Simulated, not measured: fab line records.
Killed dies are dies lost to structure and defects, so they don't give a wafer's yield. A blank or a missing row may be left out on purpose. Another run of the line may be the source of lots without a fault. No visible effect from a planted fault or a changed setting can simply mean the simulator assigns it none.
fab line records ; flow sky130
record lots=12; wafers=36; lastDay=50
route steps=708 shown METAL1@438 VIA2@516 PAD_OPEN@708
lots that met no fault: from a run of the same line without faults
startH: the number of hours between the record's first day and the start of the first shown wafer of the lot ; waitH: how many hours have passed since the lot's step before this one ; " as in the row above ; L1.1+2: a single row standing in for several wafers ; - either no value or no given start ; * or withheld: withheld ; < > ~ a bound
route shown NAME@n: a module of which the file shows steps, and the number in the route of the first ; usual: average and standard deviation across the fault-free wafers ; same: alike in all rows ; chamber/n: place in a boat ; sites: the reading at each site ; _std_site: the standard deviation of these ; _edge_site: outer sites' mean less inner sites' ; radiusMm: for every site, how far away it sits from the centre of the wafer ; mask NAME#n: copy n ; behind: the last tool/chamber to shape the wafer ; hold: cause of the lot's hold/its duration in hours/its outcome ; device: whichever transistor did not switch (one of n, p or np) ; end of line: tests run on the same wafers once the route is complete ; a step with no rows: only its recipe ; killed: at the first sort, the dies lost to defects and structure; wafer yield is something else ; map: dies across one wafer; x = killed, . = not, _ = none there
set.NAME: the setting that was run; set.NAME@STEP: the one run at that earlier step ; model.NAME: the simulator's own value behind a step, which no gauge read
one table for each step of the route and one row for each wafer, over a sample of lots
services: the hour from which a tool's chamber was out of use, counted from the record's first day as startH (under 0 if before that day), plus the number of hours and why
## steps
# step SKY_METAL1_SPUTTER_04
# recipe material=TiN; targetThkNm=70; powerW=6500; timeS=58.3; chamberPressurePa=0.4
# usual throttleValvePct=29.8/1.3
lot.wafer;tool;chamber;startH;waitH;throttleValvePct
L213.3;pvdSputter-03;-;754.55;0.0;29.6
L213.4;pvdSputter-03;-;754.55;0.0;31.3
L213.6;pvdSputter-03;-;754.55;0.0;29.3
L214.3;pvdSputter-04;-;757.89;0.0;30.3
L214.4;pvdSputter-04;-;757.89;0.0;30.5
L214.6;pvdSputter-04;-;757.89;0.0;26.7
L218.1;pvdSputter-04;-;769.04;0.0;32.0
L218.3;pvdSputter-04;-;769.04;0.0;26.9
L218.4;pvdSputter-04;-;769.04;0.0;30.7
L217.3;pvdSputter-04;-;773.14;0.0;32.0
L217.5;pvdSputter-04;-;773.14;0.0;27.0
L217.6;pvdSputter-04;-;773.14;0.0;30.4
L219.2;pvdSputter-03;-;800.21;0.0;29.1
L219.4;pvdSputter-03;-;800.21;0.0;29.4
L219.5;pvdSputter-03;-;800.21;0.0;31.1
L220.1;pvdSputter-03;-;806.71;0.0;29.9
L220.2;pvdSputter-03;-;806.71;0.0;29.2
L220.3;pvdSputter-03;-;806.71;0.0;31.2
L222.3;pvdSputter-04;-;816.14;0.0;30.3
L222.5;pvdSputter-04;-;816.14;0.0;30.6
L222.6;pvdSputter-04;-;816.14;0.0;30.4
L224.1;pvdSputter-03;-;827.14;0.0;31.1
L224.4;pvdSputter-03;-;827.14;0.0;29.6
L224.6;pvdSputter-03;-;827.14;0.0;29.4
L223.1;pvdSputter-01;-;828.31;0.0;30.5
L223.4;pvdSputter-01;-;828.31;0.0;28.9
L223.6;pvdSputter-01;-;828.31;0.0;30.7
L225.1;pvdSputter-03;-;834.61;0.0;31.1
L225.4;pvdSputter-03;-;834.61;0.0;29.0
L225.5;pvdSputter-03;-;834.61;0.0;29.5
L228.1;pvdSputter-04;-;864.27;0.0;32.1
L228.3;pvdSputter-04;-;864.27;0.0;26.5
L228.6;pvdSputter-04;-;864.27;0.0;30.3
L234.2;pvdSputter-03;-;895.90;0.0;29.9
L234.4;pvdSputter-03;-;895.90;0.0;29.6
L234.5;pvdSputter-03;-;895.90;0.0;29.2
# step SKY_VIA2_EXPOSE_09
# recipe maskId=VIM2; na=0.8; sourceShape=annular; sigmaInner=0.55; sigmaOuter=0.85; targetCdNm=200; doseMj=38
lot.wafer;tool;chamber;startH;waitH;mask
L213.3+4+6;krfScanner-01;0;851.58;-;VIM2#0
L214.3+4+6;krfScanner-01;0;855.15;-;VIM2#0
L218.1+3+4;krfScanner-01;0;864.96;-;VIM2#0
L217.3+5+6;krfScanner-02;0;869.20;-;VIM2#0
L219.2+4+5;krfScanner-02;0;894.71;-;VIM2#0
L220.1+2+3;krfScanner-02;0;900.66;-;VIM2#0
L222.3+5+6;krfScanner-01;0;910.12;-;VIM2#0
L224.1+4+6;krfScanner-01;0;918.99;-;VIM2#0
L223.1+4+6;krfScanner-02;0;920.51;-;VIM2#0
L225.1+4+5;krfScanner-01;0;927.53;-;VIM2#0
L228.1+3+6;krfScanner-01;0;956.31;-;VIM2#0
L234.2+4+5;krfScanner-02;0;985.55;-;VIM2#0
# step SKY_VIA2_CD_MEAS_12
# recipe targetCdNm=200
# usual cdNm=200.3/1.6
lot.wafer;tool;chamber;startH;waitH;cdNm
L213.3;cdSem-01;-;863.82;-;199.7
L213.4;cdSem-01;-;863.82;-;199.9
L213.6;cdSem-01;-;863.82;-;199.8
L214.3;cdSem-01;-;866.90;-;201.3
L214.4;cdSem-01;-;866.90;-;202.7
L214.6;cdSem-01;-;866.90;-;201.5
L218.1;cdSem-01;-;878.03;-;200.0
L218.3;cdSem-01;-;878.03;-;198.9
L218.4;cdSem-01;-;878.03;-;199.9
L217.3;cdSem-02;-;882.08;-;197.6
L217.5;cdSem-02;-;882.08;-;199.7
L217.6;cdSem-02;-;882.08;-;199.9
L219.2;cdSem-02;-;908.21;-;198.0
L219.4;cdSem-02;-;908.21;-;200.6
L219.5;cdSem-02;-;908.21;-;199.2
L220.1;cdSem-02;-;912.84;-;199.6
L220.2;cdSem-02;-;912.84;-;200.0
L220.3;cdSem-02;-;912.84;-;201.0
L222.3;cdSem-02;-;921.30;-;200.0
L222.5;cdSem-02;-;921.30;-;200.3
L222.6;cdSem-02;-;921.30;-;199.4
L224.1;cdSem-02;-;931.58;-;200.5
L224.4;cdSem-02;-;931.58;-;199.7
L224.6;cdSem-02;-;931.58;-;200.2
L223.1;cdSem-01;-;933.41;-;199.5
L223.4;cdSem-01;-;933.41;-;199.7
L223.6;cdSem-01;-;933.41;-;198.4
L225.1;cdSem-01;-;939.69;-;203.3
L225.4;cdSem-01;-;939.69;-;203.0
L225.5;cdSem-01;-;939.69;-;202.8
L228.1;cdSem-01;-;967.61;-;200.6
L228.3;cdSem-01;-;967.61;-;201.3
L228.6;cdSem-01;-;967.61;-;200.2
L234.2;cdSem-01;-;996.89;-;196.8
L234.4;cdSem-01;-;996.89;-;198.1
L234.5;cdSem-01;-;996.89;-;199.1
# step SKY_VIA2_OVL_MEAS_13
# usual VIA2_OVL=1/5.6
lot.wafer;tool;chamber;startH;waitH;VIA2_OVL[nm]
L213.3;overlay-01;-;863.92;0.1;7
L213.4;overlay-01;-;863.92;0.1;6
L213.6;overlay-01;-;863.92;0.1;6
L214.3;overlay-02;-;866.99;0.1;-1
L214.4;overlay-02;-;866.99;0.1;1
L214.6;overlay-02;-;866.99;0.1;3
L218.1;overlay-02;-;878.15;0.1;0
L218.3;overlay-02;-;878.15;0.1;11
L218.4;overlay-02;-;878.15;0.1;1
L217.3;overlay-01;-;882.17;0.1;2
L217.5;overlay-01;-;882.17;0.1;-1
L217.6;overlay-01;-;882.17;0.1;-1
L219.2;overlay-02;-;908.32;0.1;2
L219.4;overlay-02;-;908.32;0.1;6
L219.5;overlay-02;-;908.32;0.1;2
L220.1;overlay-01;-;912.96;0.1;10
L220.2;overlay-01;-;912.96;0.1;1
L220.3;overlay-01;-;912.96;0.1;7
L222.3;overlay-02;-;921.39;0.1;1
L222.5;overlay-02;-;921.39;0.1;0
L222.6;overlay-02;-;921.39;0.1;-2
L224.1;overlay-02;-;931.70;0.1;49
L224.4;overlay-02;-;931.70;0.1;44
L224.6;overlay-02;-;931.70;0.1;49
L223.1;overlay-01;-;933.53;0.1;2
L223.4;overlay-01;-;933.53;0.1;6
L223.6;overlay-01;-;933.53;0.1;6
L225.1;overlay-01;-;939.81;0.1;58
L225.4;overlay-01;-;939.81;0.1;56
L225.5;overlay-01;-;939.81;0.1;62
L228.1;overlay-02;-;967.73;0.1;51
L228.3;overlay-02;-;967.73;0.1;45
L228.6;overlay-02;-;967.73;0.1;47
L234.2;overlay-01;-;997.00;0.1;-1
L234.4;overlay-01;-;997.00;0.1;-5
L234.5;overlay-01;-;997.00;0.1;-6
# step SKY_VIA2_SPUTTER_20
# recipe material=TiN; targetThkNm=20; chamberPressurePa=5; powerW=4000; timeS=80
# usual throttleValvePct=29.8/1.6
lot.wafer;tool;chamber;startH;waitH;throttleValvePct
L213.3;pvdSputter-03;-;864.68;0.0;29.3
L213.4;pvdSputter-03;-;864.68;0.0;29.4
L213.6;pvdSputter-03;-;864.68;0.0;29.0
L214.3;pvdSputter-04;-;867.75;0.0;26.9
L214.4;pvdSputter-04;-;867.75;0.0;30.4
L214.6;pvdSputter-04;-;867.75;0.0;30.8
L218.1;pvdSputter-03;-;878.89;0.0;31.0
L218.3;pvdSputter-03;-;878.89;0.0;29.4
L218.4;pvdSputter-03;-;878.89;0.0;29.2
L217.3;pvdSputter-02;-;882.91;0.0;31.4
L217.5;pvdSputter-02;-;882.91;0.0;30.2
L217.6;pvdSputter-02;-;882.91;0.0;27.9
L219.2;pvdSputter-04;-;909.04;0.0;30.2
L219.4;pvdSputter-04;-;909.04;0.0;27.0
L219.5;pvdSputter-04;-;909.04;0.0;26.9
L220.1;pvdSputter-03;-;913.73;0.0;29.5
L220.2;pvdSputter-03;-;913.73;0.0;31.2
L220.3;pvdSputter-03;-;913.73;0.0;29.0
L222.3;pvdSputter-04;-;922.11;0.0;30.4
L222.5;pvdSputter-04;-;922.11;0.0;27.1
L222.6;pvdSputter-04;-;922.11;0.0;32.2
L224.1;pvdSputter-03;-;932.44;0.0;29.7
L224.4;pvdSputter-03;-;932.44;0.0;29.1
L224.6;pvdSputter-03;-;932.44;0.0;31.0
L223.1;pvdSputter-03;-;934.26;0.0;29.8
L223.4;pvdSputter-03;-;934.26;0.0;31.0
L223.6;pvdSputter-03;-;934.26;0.0;29.3
L225.1;pvdSputter-02;-;940.54;0.0;31.7
L225.4;pvdSputter-02;-;940.54;0.0;27.5
L225.5;pvdSputter-02;-;940.54;0.0;27.9
L228.1;pvdSputter-04;-;968.50;0.0;26.8
L228.3;pvdSputter-04;-;968.50;0.0;32.2
L228.6;pvdSputter-04;-;968.50;0.0;32.0
L234.2;pvdSputter-02;-;997.76;0.0;30.0
L234.4;pvdSputter-02;-;997.76;0.0;31.6
L234.5;pvdSputter-02;-;997.76;0.0;27.8
# step SKY_PAD_OPEN_PROBE_99
# usual defectLimitedYield=82.3/2; killed_at_M0_to_M3=43/7.3; killed_at_M4_up=3.1/1.7; killedAtContacts=25/5.3; killedAtFrontEnd=15/4.3; killedAtOther=0.2/0.54; killedDies=87/10; killedOpen=48/7.6; killedShort=38/6.1; sort_bin_3_pad_short=0.9/0.42; sort_bin_5_function=10.5/1.5; sort_bin_6_memory=6.3/1.2; sortNPass=405/10; sortYieldPct=82.3/2
# same grossDies=492; killedAtBackSide=0; sort_bin_4_leakage[%]=0; sort_bin_8_speed[%]=0
lot.wafer;tool;chamber;startH;waitH;defectLimitedYield[%];killed_at_M0_to_M3;killed_at_M4_up;killedAtContacts;killedAtFrontEnd;killedAtOther;killedDies;killedOpen;killedShort;sort_bin_3_pad_short[%];sort_bin_5_function[%];sort_bin_6_memory[%];sortNPass;sortYieldPct[%]
L213.3;prober-02;-;1088.93;0.2;84.1;25;4;36;13;0;78;40;38;0.4;9.1;6.3;414;84.1
L213.4;prober-02;-;1088.98;0.2;85.8;34;1;25;10;0;70;38;32;1.0;8.3;4.9;422;85.8
L213.6;prober-02;-;1089.08;0.2;82.9;47;1;23;13;0;84;47;37;0.8;10.8;5.5;408;82.9
L214.3;prober-01;-;1089.97;0.2;78.9;55;2;27;20;0;104;66;38;1.2;11.8;8.1;388;78.9
L214.4;prober-01;-;1090.02;0.2;81.1;49;2;24;18;0;93;55;38;0.6;11.2;7.1;399;81.1
L214.6;prober-01;-;1090.12;0.2;81.7;52;4;23;10;1;90;45;45;0.8;12.0;5.5;402;81.7
L219.2;prober-02;-;1122.58;0.1;85.4;35;4;23;10;0;72;45;27;0.6;7.7;6.3;420;85.4
L219.4;prober-02;-;1122.68;0.2;79.3;59;0;25;18;0;102;56;46;1.2;11.4;8.1;390;79.3
L219.5;prober-02;-;1122.73;0.2;82.9;45;6;19;14;0;84;43;40;0.8;11.0;5.3;408;82.9
L222.3;prober-01;-;1135.65;0.2;79.9;47;6;27;19;0;99;61;38;0.6;13.4;6.1;393;79.9
L222.5;prober-01;-;1135.75;0.2;78.3;55;4;32;16;0;107;64;43;1.2;11.8;8.7;385;78.3
L222.6;prober-01;-;1135.80;0.2;82.5;45;3;28;10;0;86;48;37;1.2;8.7;7.5;406;82.5
L224.1;prober-02;-;1143.64;0.1;81.3;48;5;24;15;0;92;45;47;0.4;10.4;7.9;400;81.3
L224.4;prober-02;-;1143.79;0.2;82.7;42;5;21;17;0;85;47;38;0.8;10.2;6.3;407;82.7
L224.6;prober-02;-;1143.89;0.2;85.4;38;4;14;16;0;72;34;38;0.8;7.5;6.3;420;85.4
# killed by level:class
L213.3 CONTACT:geometricParticle:open=13 CONTACT:geometricParticle:short=10 LI_CONTACT:geometricParticle:open=6 VIA2:geometricParticle:open=5 FIELD_ISO:geometricParticle:short=4 METAL1:geometricParticle:short=4 VIA1:geometricParticle:short=4 VIA1:geometricParticle:open=4
L213.4 CONTACT:geometricParticle:open=13 VIA3:geometricParticle:open=7 VIA1:geometricParticle:short=6 CONTACT:geometricParticle:short=5 POLY_GATE:geometricParticle:short=4 LI_CONTACT:geometricParticle:open=4 METAL1:geometricParticle:short=4 VIA1:geometricParticle:open=4
L213.6 VIA1:geometricParticle:open=8 VIA2:geometricParticle:open=8 VIA3:geometricParticle:open=7 LI_CONTACT:geometricParticle:open=6 LOCAL_INTERCONNECT:geometricParticle:short=6 CONTACT:geometricParticle:open=6 METAL1:geometricParticle:short=6 POLY_GATE:geometricParticle:open=4
L214.3 VIA2:geometricParticle:open=15 VIA1:geometricParticle:open=15 CONTACT:geometricParticle:open=12 LI_CONTACT:geometricParticle:open=7 FIELD_ISO:geometricParticle:short=5 VIA3:geometricParticle:open=5 POLY_GATE:geometricParticle:short=4 METAL1:geometricParticle:short=4
L214.4 VIA1:geometricParticle:open=16 CONTACT:geometricParticle:open=13 VIA2:geometricParticle:short=7 LI_CONTACT:geometricParticle:open=6 VIA2:geometricParticle:open=6 VIA3:geometricParticle:open=6 POLY_GATE:geometricParticle:short=5 VIA1:geometricParticle:short=5
L214.6 VIA3:geometricParticle:open=9 VIA1:geometricParticle:open=8 METAL1:geometricParticle:short=7 POLY_GATE:geometricParticle:open=7 LOCAL_INTERCONNECT:geometricParticle:short=7 VIA2:geometricParticle:open=7 VIA1:geometricParticle:short=5 LI_CONTACT:geometricParticle:open=5
L219.2 LI_CONTACT:geometricParticle:open=9 CONTACT:geometricParticle:open=9 VIA1:geometricParticle:open=7 METAL1:geometricParticle:open=4 VIA2:geometricParticle:open=4 METAL3:geometricParticle:short=4 VIA3:geometricParticle:open=4 FIELD_ISO:geometricParticle:short=3
L219.4 VIA1:geometricParticle:open=16 CONTACT:geometricParticle:open=9 VIA1:geometricParticle:short=9 VIA3:geometricParticle:open=8 METAL1:geometricParticle:short=7 LI_CONTACT:geometricParticle:open=6 FIELD_ISO:geometricParticle:short=4 POLY_GATE:geometricParticle:open=4
L219.5 VIA1:geometricParticle:short=10 METAL2:geometricParticle:short=9 CONTACT:geometricParticle:open=8 VIA1:geometricParticle:open=7 LI_CONTACT:geometricParticle:open=5 VIA3:geometricParticle:open=5 FIELD_ISO:geometricParticle:open=4 FIELD_ISO:geometricParticle:short=4
L222.3 CONTACT:geometricParticle:open=13 VIA1:geometricParticle:open=12 VIA2:geometricParticle:open=11 VIA3:geometricParticle:open=6 POLY_GATE:geometricParticle:short=5 POLY_GATE:geometricParticle:open=4 VIA3:geometricParticle:short=4 LI_CONTACT:geometricParticle:open=4
L222.5 CONTACT:geometricParticle:open=15 VIA1:geometricParticle:open=13 VIA3:geometricParticle:open=11 VIA2:geometricParticle:open=7 LI_CONTACT:geometricParticle:open=6 VIA1:geometricParticle:short=6 METAL2:geometricParticle:short=5 CONTACT:geometricParticle:short=5
L222.6 VIA1:geometricParticle:open=13 CONTACT:geometricParticle:open=10 LI_CONTACT:geometricParticle:open=7 VIA3:geometricParticle:open=6 VIA2:geometricParticle:open=5 METAL1:geometricParticle:short=5 VIA1:geometricParticle:short=5 LI_CONTACT:geometricParticle:short=4
L224.1 CONTACT:geometricParticle:open=11 VIA1:geometricParticle:open=8 METAL1:geometricParticle:short=7 METAL2:geometricParticle:short=6 LI_CONTACT:geometricParticle:open=6 METAL3:geometricParticle:short=6 VIA3:geometricParticle:open=5 METAL4:geometricParticle:short=5
L224.4 VIA2:geometricParticle:open=11 VIA3:geometricParticle:open=9 CONTACT:geometricParticle:open=8 METAL1:geometricParticle:short=7 POLY_GATE:geometricParticle:short=6 LI_CONTACT:geometricParticle:open=5 POLY_GATE:geometricParticle:open=4 LOCAL_INTERCONNECT:geometricParticle:short=4
L224.6 VIA2:geometricParticle:open=9 LI_CONTACT:geometricParticle:open=7 POLY_GATE:geometricParticle:short=5 VIA1:geometricParticle:short=5 METAL1:geometricParticle:short=5 FIELD_ISO:geometricParticle:short=4 VIA3:geometricParticle:open=4 METAL2:geometricParticle:short=4
## services
tool;chamber;startH;hours;kind
krfScanner-02;-;732.23;1.0;repair
krfScanner-02;-;733.26;3.6;pm
krfScanner-01;-;736.82;4.0;pm
krfScanner-01;-;740.84;1.0;pm
krfScanner-02;-;807.08;4.4;pm
krfScanner-02;-;825.51;1.3;pm
krfScanner-02;-;828.55;4.0;pm
krfScanner-01;-;834.85;1.3;pm
krfScanner-02;-;842.01;1.4;repair
krfScanner-01;0;845.22;-;calibration
krfScanner-02;-;855.27;0.8;pm
krfScanner-01;-;868.41;0.8;pm
pvdSputter-03;-;869.83;7.2;repair
krfScanner-02;0;886.98;-;calibration
krfScanner-02;-;893.52;1.0;pm
krfScanner-01;-;908.79;1.0;pm
pvdSputter-04;-;914.77;0.9;repair
pvdSputter-04;-;925.15;19.3;repair
pvdSputter-03;-;960.10;5.2;repair
krfScanner-02;-;966.11;0.7;repair
pvdSputter-02;-;975.61;3.6;repair
pvdSputter-01;-;989.16;0.9;repair
## key
firstSign step=SKY_VIA2_OVL_MEAS_13; reading=VIA2_OVL; direction=up; sigmas=9; usual=1; struck=51
effect none on later readings
metAt SKY_VIA2_EXPOSE_09
struckLots L224,L225,L228
notActingAt SKY_METAL1_SPUTTER_04,SKY_VIA2_CD_MEAS_12,SKY_VIA2_SPUTTER_20
onsetBetween 910.12 918.99
fault kind=scannerMatchingOverlay; tool=krfScanner-01; chamber=-; onsetH=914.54; steps=SKY_VIA2_EXPOSE_09; offset=54.368
